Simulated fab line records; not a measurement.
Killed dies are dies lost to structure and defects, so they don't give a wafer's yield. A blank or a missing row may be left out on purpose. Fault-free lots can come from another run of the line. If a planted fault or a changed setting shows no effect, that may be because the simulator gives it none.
What tool caused it? / flow sky130 / 72 wafers from 24 lots sampled at 5 of the route's 708 steps

## WHAT THE GAUGES SHOWED, per wafer
SKY_CAP2M_THK_MEAS_01. Usual: CAP2M_CVD_00_THK 15.48 nm, standard deviation 0.19.
lot=L074; measured=day 39 12:20; on=film metro-01; CAP2M_CVD_00_THK (nm)=15.32 15.60 15.24; flag=
lot=L075; measured=day 39 23:56; on=film metro-01; CAP2M_CVD_00_THK (nm)=15.21 15.30 15.11; flag=
lot=L076; measured=day 40 05:27; on=film metro-03; CAP2M_CVD_00_THK (nm)=15.45 15.81 15.91; flag=
lot=L077; measured=day 40 08:24; on=film metro-01; CAP2M_CVD_00_THK (nm)=15.19 15.43 15.41; flag=
lot=L078; measured=day 41 00:41; on=film metro-01; CAP2M_CVD_00_THK (nm)=15.48 15.90 15.88; flag=
lot=L079; measured=day 41 13:16; on=film metro-02; CAP2M_CVD_00_THK (nm)=15.26 15.58 15.52; flag=
lot=L081; measured=day 41 21:38; on=film metro-02; CAP2M_CVD_00_THK (nm)=15.34 15.62 15.26; flag=
lot=L080; measured=day 42 00:17; on=film metro-02; CAP2M_CVD_00_THK (nm)=15.43 15.28 15.57; flag=
lot=L082; measured=day 42 03:53; on=film metro-02; CAP2M_CVD_00_THK (nm)=15.40 15.53 15.83; flag=
lot=L083; measured=day 42 12:39; on=film metro-03; CAP2M_CVD_00_THK (nm)=15.48 15.52 15.79; flag=
lot=L085; measured=day 43 16:10; on=film metro-02; CAP2M_CVD_00_THK (nm)=15.41 15.51 15.61; flag=
lot=L086; measured=day 43 19:19; on=film metro-01; CAP2M_CVD_00_THK (nm)=15.45 15.52 15.40; flag=
lot=L084; measured=day 43 20:37; on=film metro-01; CAP2M_CVD_00_THK (nm)=15.68 15.58 15.58; flag=
lot=L087; measured=day 43 21:55; on=film metro-02; CAP2M_CVD_00_THK (nm)=15.49 15.52 15.75; flag=
lot=L088; measured=day 43 22:22; on=film metro-02; CAP2M_CVD_00_THK (nm)=14.95 15.25 15.40; flag=
lot=L089; measured=day 44 00:20; on=film metro-02; CAP2M_CVD_00_THK (nm)=15.50 15.26 15.52; flag=
lot=L090; measured=day 44 04:48; on=film metro-02; CAP2M_CVD_00_THK (nm)=15.39 15.25 15.47; flag=
lot=L091; measured=day 44 15:21; on=film metro-03; CAP2M_CVD_00_THK (nm)=15.43 15.60 15.68; flag=
lot=L092; measured=day 45 09:54; on=film metro-02; CAP2M_CVD_00_THK (nm)=15.38 15.51 15.61; flag=
lot=L093; measured=day 45 12:26; on=film metro-03; CAP2M_CVD_00_THK (nm)=15.38 15.70 15.79; flag=
lot=L094; measured=day 45 15:13; on=film metro-01; CAP2M_CVD_00_THK (nm)=15.58 15.54 15.66; flag=
lot=L095; measured=day 45 19:17; on=film metro-01; CAP2M_CVD_00_THK (nm)=15.20 15.25 15.14; flag=
lot=L096; measured=day 46 01:42; on=film metro-01; CAP2M_CVD_00_THK (nm)=15.53 15.56 15.70; flag=
lot=L097; measured=day 46 02:07; on=film metro-01; CAP2M_CVD_00_THK (nm)=15.45 15.70 15.60; flag=

SKY_CAP2M_THK_MEAS_04: measures by xrf. Usual: CAP2M_TIN_THK 196.5 nm, standard deviation 2.
lot=L074; measured=day 39 12:37; on=film metro-02; CAP2M_TIN_THK (nm)=196.0 197.7 196.0; flag=
lot=L075; measured=day 40 00:13; on=film metro-03; CAP2M_TIN_THK (nm)=195.4 194.6 194.4; flag=
lot=L076; measured=day 40 05:44; on=film metro-01; CAP2M_TIN_THK (nm)=196.3 197.0 197.4; flag=
lot=L077; measured=day 40 08:41; on=film metro-02; CAP2M_TIN_THK (nm)=197.3 194.3 196.8; flag=
lot=L078; measured=day 41 00:59; on=film metro-01; CAP2M_TIN_THK (nm)=197.2 198.7 197.0; flag=
lot=L079; measured=day 41 13:34; on=film metro-01; CAP2M_TIN_THK (nm)=194.0 194.4 194.3; flag=
lot=L081; measured=day 41 21:56; on=film metro-02; CAP2M_TIN_THK (nm)=197.6 199.6 197.4; flag=
lot=L080; measured=day 42 00:34; on=film metro-02; CAP2M_TIN_THK (nm)=197.0 196.1 195.5; flag=
lot=L082; measured=day 42 04:10; on=film metro-01; CAP2M_TIN_THK (nm)=199.2 199.9 198.2; flag=
lot=L083; measured=day 42 12:56; on=film metro-02; CAP2M_TIN_THK (nm)=197.4 196.8 198.6; flag=
lot=L085; measured=day 43 16:27; on=film metro-01; CAP2M_TIN_THK (nm)=194.8 194.3 193.0; flag=
lot=L086; measured=day 43 19:37; on=film metro-02; CAP2M_TIN_THK (nm)=195.0 196.5 194.8; flag=
lot=L084; measured=day 43 20:54; on=film metro-02; CAP2M_TIN_THK (nm)=193.4 193.7 196.2; flag=
lot=L087; measured=day 43 22:12; on=film metro-03; CAP2M_TIN_THK (nm)=194.1 192.6 192.9; flag=
lot=L088; measured=day 43 22:40; on=film metro-03; CAP2M_TIN_THK (nm)=198.2 196.5 198.4; flag=
lot=L089; measured=day 44 00:37; on=film metro-02; CAP2M_TIN_THK (nm)=197.6 197.2 197.0; flag=
lot=L090; measured=day 44 05:05; on=film metro-03; CAP2M_TIN_THK (nm)=195.3 195.9 195.2; flag=
lot=L091; measured=day 44 15:38; on=film metro-02; CAP2M_TIN_THK (nm)=197.9 198.3 197.4; flag=
lot=L092; measured=day 45 10:11; on=film metro-02; CAP2M_TIN_THK (nm)=196.8 198.2 195.4; flag=
lot=L093; measured=day 45 12:44; on=film metro-02; CAP2M_TIN_THK (nm)=198.5 196.0 199.4; flag=
lot=L094; measured=day 45 15:30; on=film metro-02; CAP2M_TIN_THK (nm)=197.9 198.3 196.3; flag=
lot=L095; measured=day 45 19:35; on=film metro-03; CAP2M_TIN_THK (nm)=195.9 197.1 197.5; flag=
lot=L096; measured=day 46 01:59; on=film metro-02; CAP2M_TIN_THK (nm)=199.4 198.4 198.9; flag=
lot=L097; measured=day 46 02:25; on=film metro-01; CAP2M_TIN_THK (nm)=194.0 192.7 195.4; flag=

SKY_PASSIVATION_THK_MEAS_01. Usual: PASSIVATION_CVD_00_THK 89.9 nm, standard deviation 1.
lot=L074; measured=day 43 14:40; on=film metro-03; PASSIVATION_CVD_00_THK (nm)=89.5 91.2 90.8; flag=
lot=L075; measured=day 44 02:44; on=film metro-01; PASSIVATION_CVD_00_THK (nm)=88.3 89.5 88.2; flag=
lot=L076; measured=day 44 07:43; on=film metro-01; PASSIVATION_CVD_00_THK (nm)=89.8 90.0 90.4; flag=
lot=L077; measured=day 44 10:58; on=film metro-03; PASSIVATION_CVD_00_THK (nm)=88.7 88.7 90.5; flag=
lot=L078; measured=day 44 23:40; on=film metro-03; PASSIVATION_CVD_00_THK (nm)=91.0 90.2 90.2; flag=
lot=L079; measured=day 45 20:15; on=film metro-03; PASSIVATION_CVD_00_THK (nm)=89.0 88.8 89.7; flag=
lot=L081; measured=day 45 21:11; on=film metro-03; PASSIVATION_CVD_00_THK (nm)=89.9 91.9 91.4; flag=
lot=L080; measured=day 45 21:25; on=film metro-01; PASSIVATION_CVD_00_THK (nm)=89.3 88.6 90.3; flag=
lot=L082; measured=day 46 00:47; on=film metro-04; PASSIVATION_CVD_00_THK (nm)=88.8 89.2 91.5; flag=
lot=L083; measured=day 46 20:35; on=film metro-03; PASSIVATION_CVD_00_THK (nm)=90.1 91.4 91.7; flag=
lot=L085; measured=day 47 08:32; on=film metro-04; PASSIVATION_CVD_00_THK (nm)=88.7 90.0 89.6; flag=
lot=L086; measured=day 47 11:14; on=film metro-04; PASSIVATION_CVD_00_THK (nm)=89.3 89.7 91.8; flag=
lot=L084; measured=day 47 13:23; on=film metro-03; PASSIVATION_CVD_00_THK (nm)=91.5 91.3 90.0; flag=
lot=L087; measured=day 47 13:59; on=film metro-03; PASSIVATION_CVD_00_THK (nm)=87.0 88.5 88.8; flag=
lot=L088; measured=day 47 14:41; on=film metro-04; PASSIVATION_CVD_00_THK (nm)=89.8 89.8 90.5; flag=
lot=L089; measured=day 47 16:57; on=film metro-03; PASSIVATION_CVD_00_THK (nm)=89.8 89.5 90.1; flag=
lot=L090; measured=day 47 21:02; on=film metro-03; PASSIVATION_CVD_00_THK (nm)=87.9 87.9 88.8; flag=
lot=L091; measured=day 48 11:15; on=film metro-04; PASSIVATION_CVD_00_THK (nm)=87.0 90.0 89.2; flag=
lot=L092; measured=day 48 20:58; on=film metro-04; PASSIVATION_CVD_00_THK (nm)=88.3 89.9 90.4; flag=
lot=L093; measured=day 48 23:56; on=film metro-03; PASSIVATION_CVD_00_THK (nm)=89.4 90.2 91.7; flag=
lot=L094; measured=day 49 01:30; on=film metro-01; PASSIVATION_CVD_00_THK (nm)=89.4 90.2 90.9; flag=
lot=L095; measured=day 49 06:35; on=film metro-04; PASSIVATION_CVD_00_THK (nm)=90.7 89.7 89.0; flag=
lot=L096; measured=day 49 12:47; on=film metro-03; PASSIVATION_CVD_00_THK (nm)=88.4 88.5 90.7; flag=
lot=L097; measured=day 49 12:50; on=film metro-01; PASSIVATION_CVD_00_THK (nm)=90.3 90.6 91.8; flag=

## TOOL THAT RAN EACH LOT (tool first, then ch and the chambers of the sampled wafers, then the start)
lot=L074; SKY_METAL2_SPUTTER_01=pvd sputter-02, day 33 19:11; SKY_VIA3_SPUTTER_20=pvd sputter-02, day 39 11:27
lot=L075; SKY_METAL2_SPUTTER_01=pvd sputter-02, day 34 05:33; SKY_VIA3_SPUTTER_20=pvd sputter-04, day 39 23:05
lot=L076; SKY_METAL2_SPUTTER_01=pvd sputter-04, day 34 15:57; SKY_VIA3_SPUTTER_20=pvd sputter-01, day 40 04:37
lot=L077; SKY_METAL2_SPUTTER_01=pvd sputter-01, day 34 17:41; SKY_VIA3_SPUTTER_20=pvd sputter-04, day 40 07:34
lot=L078; SKY_METAL2_SPUTTER_01=pvd sputter-01, day 35 10:07; SKY_VIA3_SPUTTER_20=pvd sputter-02, day 40 23:50
lot=L079; SKY_METAL2_SPUTTER_01=pvd sputter-02, day 36 01:01; SKY_VIA3_SPUTTER_20=pvd sputter-02, day 41 12:25
lot=L081; SKY_METAL2_SPUTTER_01=pvd sputter-01, day 36 10:23; SKY_VIA3_SPUTTER_20=pvd sputter-02, day 41 20:47
lot=L080; SKY_METAL2_SPUTTER_01=pvd sputter-01, day 36 12:40; SKY_VIA3_SPUTTER_20=pvd sputter-04, day 41 23:24
lot=L082; SKY_METAL2_SPUTTER_01=pvd sputter-04, day 36 16:05; SKY_VIA3_SPUTTER_20=pvd sputter-04, day 42 03:02
lot=L083; SKY_METAL2_SPUTTER_01=pvd sputter-04, day 37 01:10; SKY_VIA3_SPUTTER_20=pvd sputter-02, day 42 11:48
lot=L085; SKY_METAL2_SPUTTER_01=pvd sputter-02, day 38 08:54; SKY_VIA3_SPUTTER_20=pvd sputter-04, day 43 15:19
lot=L086; SKY_METAL2_SPUTTER_01=pvd sputter-02, day 38 12:32; SKY_VIA3_SPUTTER_20=pvd sputter-01, day 43 18:28
lot=L084; SKY_METAL2_SPUTTER_01=pvd sputter-01, day 38 12:53; SKY_VIA3_SPUTTER_20=pvd sputter-04, day 43 19:44
lot=L087; SKY_METAL2_SPUTTER_01=pvd sputter-04, day 38 13:14; SKY_VIA3_SPUTTER_20=pvd sputter-02, day 43 21:04
lot=L088; SKY_METAL2_SPUTTER_01=pvd sputter-02, day 38 14:04; SKY_VIA3_SPUTTER_20=pvd sputter-04, day 43 21:31
lot=L089; SKY_METAL2_SPUTTER_01=pvd sputter-02, day 38 17:46; SKY_VIA3_SPUTTER_20=pvd sputter-01, day 43 23:29
lot=L090; SKY_METAL2_SPUTTER_01=pvd sputter-01, day 38 22:16; SKY_VIA3_SPUTTER_20=pvd sputter-04, day 44 03:58
lot=L091; SKY_METAL2_SPUTTER_01=pvd sputter-04, day 39 11:52; SKY_VIA3_SPUTTER_20=pvd sputter-04, day 44 14:30
lot=L092; SKY_METAL2_SPUTTER_01=pvd sputter-01, day 40 07:26; SKY_VIA3_SPUTTER_20=pvd sputter-02, day 45 09:02
lot=L093; SKY_METAL2_SPUTTER_01=pvd sputter-01, day 40 11:18; SKY_VIA3_SPUTTER_20=pvd sputter-01, day 45 11:36
lot=L094; SKY_METAL2_SPUTTER_01=pvd sputter-01, day 40 13:40; SKY_VIA3_SPUTTER_20=pvd sputter-04, day 45 14:21
lot=L095; SKY_METAL2_SPUTTER_01=pvd sputter-04, day 40 17:51; SKY_VIA3_SPUTTER_20=pvd sputter-01, day 45 18:27
lot=L096; SKY_METAL2_SPUTTER_01=pvd sputter-01, day 41 00:47; SKY_VIA3_SPUTTER_20=pvd sputter-04, day 46 00:51
lot=L097; SKY_METAL2_SPUTTER_01=pvd sputter-02, day 41 01:56; SKY_VIA3_SPUTTER_20=pvd sputter-04, day 46 01:16
- SKY_METAL2_SPUTTER_01: material TiN, target thk 20 nm, time 16.7 s.
- SKY_VIA3_SPUTTER_20: material TiN, target thk 20 nm, time 80 s.

## WHAT THE TOOLS THEMSELVES READ (means of the sampled wafers that have a number; where no wafer has one, the mark that the record gives instead)
SKY_METAL2_SPUTTER_01. Usual: throttle valve pct at 30.3 %, with a standard deviation of 0.9.
lot=L074; tool=pvd sputter-02; throttle valve pct (%)=30.9; flag=
lot=L075; tool=pvd sputter-02; throttle valve pct (%)=31.0; flag=
lot=L076; tool=pvd sputter-04; throttle valve pct (%)=30.0; flag=
lot=L077; tool=pvd sputter-01; throttle valve pct (%)=30.7; flag=
lot=L078; tool=pvd sputter-01; throttle valve pct (%)=29.6; flag=
lot=L079; tool=pvd sputter-02; throttle valve pct (%)=30.6; flag=
lot=L081; tool=pvd sputter-01; throttle valve pct (%)=30.2; flag=
lot=L080; tool=pvd sputter-01; throttle valve pct (%)=30.6; flag=
lot=L082; tool=pvd sputter-04; throttle valve pct (%)=30.1; flag=
lot=L083; tool=pvd sputter-04; throttle valve pct (%)=30.1; flag=
lot=L085; tool=pvd sputter-02; throttle valve pct (%)=30.6; flag=
lot=L086; tool=pvd sputter-02; throttle valve pct (%)=30.2; flag=
lot=L084; tool=pvd sputter-01; throttle valve pct (%)=30.2; flag=
lot=L087; tool=pvd sputter-04; throttle valve pct (%)=29.8; flag=
lot=L088; tool=pvd sputter-02; throttle valve pct (%)=31.0; flag=
lot=L089; tool=pvd sputter-02; throttle valve pct (%)=30.1; flag=
lot=L090; tool=pvd sputter-01; throttle valve pct (%)=31.0; flag=
lot=L091; tool=pvd sputter-04; throttle valve pct (%)=29.9; flag=
lot=L092; tool=pvd sputter-01; throttle valve pct (%)=30.8; flag=
lot=L093; tool=pvd sputter-01; throttle valve pct (%)=30.4; flag=
lot=L094; tool=pvd sputter-01; throttle valve pct (%)=30.3; flag=
lot=L095; tool=pvd sputter-04; throttle valve pct (%)=30.9; flag=
lot=L096; tool=pvd sputter-01; throttle valve pct (%)=30.0; flag=
lot=L097; tool=pvd sputter-02; throttle valve pct (%)=30.6; flag=

SKY_VIA3_SPUTTER_20. Usual: throttle valve pct at 30.4 %, with a standard deviation of 1.
lot=L074; tool=pvd sputter-02; throttle valve pct (%)=31.1; flag=
lot=L075; tool=pvd sputter-04; throttle valve pct (%)=30.2; flag=
lot=L076; tool=pvd sputter-01; throttle valve pct (%)=30.4; flag=
lot=L077; tool=pvd sputter-04; throttle valve pct (%)=30.9; flag=
lot=L078; tool=pvd sputter-02; throttle valve pct (%)=30.9; flag=
lot=L079; tool=pvd sputter-02; throttle valve pct (%)=30.4; flag=
lot=L081; tool=pvd sputter-02; throttle valve pct (%)=30.4; flag=
lot=L080; tool=pvd sputter-04; throttle valve pct (%)=30.0; flag=
lot=L082; tool=pvd sputter-04; throttle valve pct (%)=30.1; flag=
lot=L083; tool=pvd sputter-02; throttle valve pct (%)=30.8; flag=
lot=L085; tool=pvd sputter-04; throttle valve pct (%)=30.6; flag=
lot=L086; tool=pvd sputter-01; throttle valve pct (%)=30.6; flag=
lot=L084; tool=pvd sputter-04; throttle valve pct (%)=29.9; flag=
lot=L087; tool=pvd sputter-02; throttle valve pct (%)=30.4; flag=
lot=L088; tool=pvd sputter-04; throttle valve pct (%)=31.1; flag=
lot=L089; tool=pvd sputter-01; throttle valve pct (%)=30.2; flag=
lot=L090; tool=pvd sputter-04; throttle valve pct (%)=30.2; flag=
lot=L091; tool=pvd sputter-04; throttle valve pct (%)=31.1; flag=
lot=L092; tool=pvd sputter-02; throttle valve pct (%)=30.0; flag=
lot=L093; tool=pvd sputter-01; throttle valve pct (%)=30.8; flag=
lot=L094; tool=pvd sputter-04; throttle valve pct (%)=30.3; flag=
lot=L095; tool=pvd sputter-01; throttle valve pct (%)=30.0; flag=
lot=L096; tool=pvd sputter-04; throttle valve pct (%)=30.2; flag=
lot=L097; tool=pvd sputter-04; throttle valve pct (%)=30.1; flag=

## THE ANSWER, worked out from the rows above alone
Rule: a lot is off if the mean of its wafers that have a number lies more than 3 standard deviations from the usual mean. Also off: a lot with no number at a reading for which 4 or more lots have one. Where the step has rows for the other lots, those lots are counted as sound. After the gauges, taken in route order, come the tools' own readings; for these a lot's mean is taken, as printed above. The first step at which some lot is off is used, and at that step the reading that is off furthest; a lot without a number counts as furthest.
None of the lots is off at any reading shown; this tells nothing.

## WHAT HAD BEEN PUT IN BY THE SIMULATOR
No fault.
